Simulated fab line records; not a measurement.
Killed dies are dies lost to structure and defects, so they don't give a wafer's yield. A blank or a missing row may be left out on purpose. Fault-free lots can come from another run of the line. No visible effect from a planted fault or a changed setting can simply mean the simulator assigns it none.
Which tool is to blame? -- flow gf180mcu -- 13 lots with 39 wafers sampled at 5 steps, on a route of 602 steps

WHAT THE GAUGES SHOWED, per wafer
GF_CONTACT_OVL_MEAS_15. Usual: for CONTACT_OVL the level is -1 nm and the standard deviation is 5.3.
lot,measured,on,CONTACT_OVL (nm),flag
L904,day 16 05:11,overlay-01,-5 -2 -3,
L905,day 16 09:05,overlay-02,-6 -2 0,
L906,day 16 18:17,overlay-02,7 7 1,
L908,day 17 09:58,overlay-02,-6 3 -2,
L911,day 18 18:19,overlay-02,-4 -13 -4,
L913,day 19 12:14,overlay-01,4 -1 1,
L915,day 20 02:35,overlay-02,7 -2 7,
L916,day 20 16:58,overlay-01,9 -6 2,
L918,day 21 23:40,overlay-01,-3 1 2,
L920,day 22 10:16,overlay-02,-5 -1 2,
L921,day 22 12:26,overlay-02,-1 -13 -5,
L925,day 23 21:52,overlay-01,-5 -5 4,
L927,day 24 18:28,overlay-02,-3 -7 -12,

GF_CONTACT_RS_MEAS_25: measures by four-point-probe. Usual: for CONTACT_W_RS the level is 0.382 ohm/sq and the standard deviation is 0.006.
lot,measured,on,CONTACT_W_RS (ohm/sq),flag
L904,day 16 05:55,film-metro-04,0.385 0.387 0.379,
L905,day 16 09:47,film-metro-02,0.377 0.383 0.371,
L906,day 16 19:04,film-metro-02,0.380 0.373 0.376,
L908,day 17 10:40,film-metro-02,0.373 0.374 0.390,
L911,day 18 19:02,film-metro-01,0.379 0.386 0.394,
L913,day 19 12:56,film-metro-01,0.374 0.383 0.383,
L915,day 20 03:19,film-metro-04,0.378 0.376 0.380,
L916,day 20 17:40,film-metro-01,0.377 0.394 0.378,
L918,day 22 00:22,film-metro-02,0.383 0.374 0.371,
L920,day 22 10:59,film-metro-04,0.375 0.378 0.386,
L921,day 22 13:15,film-metro-02,0.391 0.376 0.391,
L925,day 23 22:49,film-metro-01,0.372 0.388 0.375,
L927,day 24 19:10,film-metro-02,0.391 0.380 0.396,

WHAT TOOL EACH LOT RAN ON (gives the tool, then ch and the chambers of the sampled wafers, and finally the start)
lot,GF_SAB_COAT_04,GF_SAB_STRIP_13,GF_CONTACT_ETCH_16
L904,"litho-track-04 ch 0, day 14 18:27","plasma-asher-01 ch 0,1, day 15 05:59","rie-diel-04 ch 1,2,3, day 16 05:13"
L905,"litho-track-04 ch 0, day 14 22:43","plasma-asher-03 ch 0,1, day 15 10:16","rie-diel-04 ch 0,2,3, day 16 09:07"
L906,"litho-track-04 ch 0, day 15 06:45","plasma-asher-04 ch 0,1, day 15 17:49","rie-diel-03 ch 0,2,3, day 16 18:19"
L908,"litho-track-03 ch 0, day 15 22:18","plasma-asher-04 ch 0,1, day 16 09:40","rie-diel-04 ch 0,1,3, day 17 10:01"
L911,"litho-track-04 ch 0, day 17 04:33","plasma-asher-03 ch 0,1, day 17 16:40","rie-diel-03 ch 0,1,2, day 18 18:22"
L913,"litho-track-01 ch 0, day 17 21:54","plasma-asher-04 ch 0,1, day 18 10:19","rie-diel-02 ch 1,2,3, day 19 12:16"
L915,"litho-track-03 ch 0, day 18 12:30","plasma-asher-04 ch 0,1, day 19 00:31","rie-diel-02 ch 1,3, day 20 02:37"
L916,"litho-track-04 ch 0, day 19 02:51","plasma-asher-04 ch 0,1, day 19 15:27","rie-diel-02 ch 1,3, day 20 17:00"
L918,"litho-track-03 ch 0, day 20 09:27","plasma-asher-04 ch 0,1, day 20 21:57","rie-diel-02 ch 1,3, day 21 23:42"
L920,"litho-track-01 ch 0, day 20 19:42","plasma-asher-04 ch 0, day 21 08:28","rie-diel-03 ch 0,1,3, day 22 10:18"
L921,"litho-track-03 ch 0, day 20 22:19","plasma-asher-03 ch 0,1, day 21 11:07","rie-diel-03 ch 0,1,3, day 22 12:28"
L925,"litho-track-04 ch 0, day 22 10:45","plasma-asher-04 ch 0,1, day 22 22:16","rie-diel-04 ch 0,1,2, day 23 21:54"
L927,"litho-track-04 ch 0, day 23 06:27","plasma-asher-01 ch 0,1, day 23 18:19","rie-diel-04 ch 1,2,3, day 24 18:30"
- GF_SAB_COAT_04: resist thk 1000 nm.
- GF_SAB_STRIP_13: strips in O2/N2.
- GF_CONTACT_ETCH_16: etches BARC in N2/H2.

WHAT THE TOOLS THEMSELVES READ (means of the sampled wafers that have a number; where no wafer has one, the mark that the record gives instead)
GF_SAB_STRIP_13. Usual: drypump-motor-current-A 5.7 A, standard deviation 0.47; heater-power-w 332 W, standard deviation 21; o2-flow-sccm 2998 sccm, standard deviation 8.1; oes-product-au 0.709 a.u., standard deviation 0.0041; strip-time-to-endpoint-s 12.61 s, standard deviation 0.03.
lot,tool,drypump-motor-current-A (A),heater-power-w (W),o2-flow-sccm (sccm),oes-product-au (a.u.),strip-time-to-endpoint-s (s),flag
L904,plasma-asher-01,5.1,360,2997,0.709,12.55,
L905,plasma-asher-03,5.6,316,2991,0.707,12.64,
L906,plasma-asher-04,5.9,336,2998,0.710,12.61,
L908,plasma-asher-04,5.9,333,3001,0.713,12.60,
L911,plasma-asher-03,5.6,314,3008,0.710,12.60,
L913,plasma-asher-04,5.9,336,2989,0.705,12.64,
L915,plasma-asher-04,6.2,325,3002,0.711,12.57,
L916,plasma-asher-04,5.9,321,3000,0.713,12.58,
L918,plasma-asher-04,5.9,325,2989,0.709,12.08,OFF
L920,plasma-asher-04,5.7,326,2990,0.710,12.58,
L921,plasma-asher-03,5.6,307,3002,0.709,12.03,OFF
L925,plasma-asher-04,6.0,323,2998,0.712,12.58,
L927,plasma-asher-01,5.1,367,3002,0.706,12.62,

GF_CONTACT_ETCH_16. Usual: drypump-motor-current-A 5.7 A, standard deviation 0.51; h2-flow-sccm 200.0 sccm, standard deviation 0.65; oes-product-au 0.854 a.u., standard deviation 0.0043; throttle-valve-pct 13.224 %, standard deviation 0.0093.
lot,tool,drypump-motor-current-A (A),h2-flow-sccm (sccm),oes-product-au (a.u.),throttle-valve-pct (%),flag
L904,rie-diel-04,6.2,200.7,0.857,13.226,
L905,rie-diel-04,5.8,200.0,0.854,13.217,
L906,rie-diel-03,5.7,200.1,0.851,13.224,
L908,rie-diel-04,5.8,200.8,0.854,13.223,
L911,rie-diel-03,6.0,199.8,0.851,13.225,
L913,rie-diel-02,5.2,199.5,0.854,13.220,
L915,rie-diel-02,5.1,200.2,0.852,13.220,
L916,rie-diel-02,5.1,199.7,0.853,13.223,
L918,rie-diel-02,5.1,200.5,0.858,13.216,
L920,rie-diel-03,5.5,199.8,0.852,13.225,
L921,rie-diel-03,5.5,200.0,0.853,13.233,
L925,rie-diel-04,5.7,200.1,0.855,13.230,
L927,rie-diel-04,6.2,199.6,0.855,13.221,

THE ANSWER, worked out from the rows above alone
Rule: a lot counts as off when the mean over its wafers that have a number is more than 3 standard deviations away from the usual mean. Also off: a lot with no number at a reading for which 4 or more lots have one. The other lots that the step has rows for count as sound. Order of review: gauges by route order, followed by the tools' own readings, for which a lot's mean as printed above is used. The first step at which some lot is off is used, and at that step the reading that is off furthest; a lot without a number counts as furthest.
Off: L918, L921 (GF_SAB_STRIP_13, strip-time-to-endpoint-s).
A tool fits if, at that step or a process step before it, it ran every lot that is off, and no sound lot after the first of them. One fits: GF_SAB_COAT_04 on litho-track-03. A fault onset in the window from L915 (day 18 12:30, its last sound lot) to L918 (day 20 09:27, its first lot off) fits.

WHAT THE SIMULATOR HAD PUT IN
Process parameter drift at GF_SAB_COAT_04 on litho-track-03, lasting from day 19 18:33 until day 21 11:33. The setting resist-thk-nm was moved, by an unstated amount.
Lots struck among those shown: L918, L921. The same result came from the rule above.
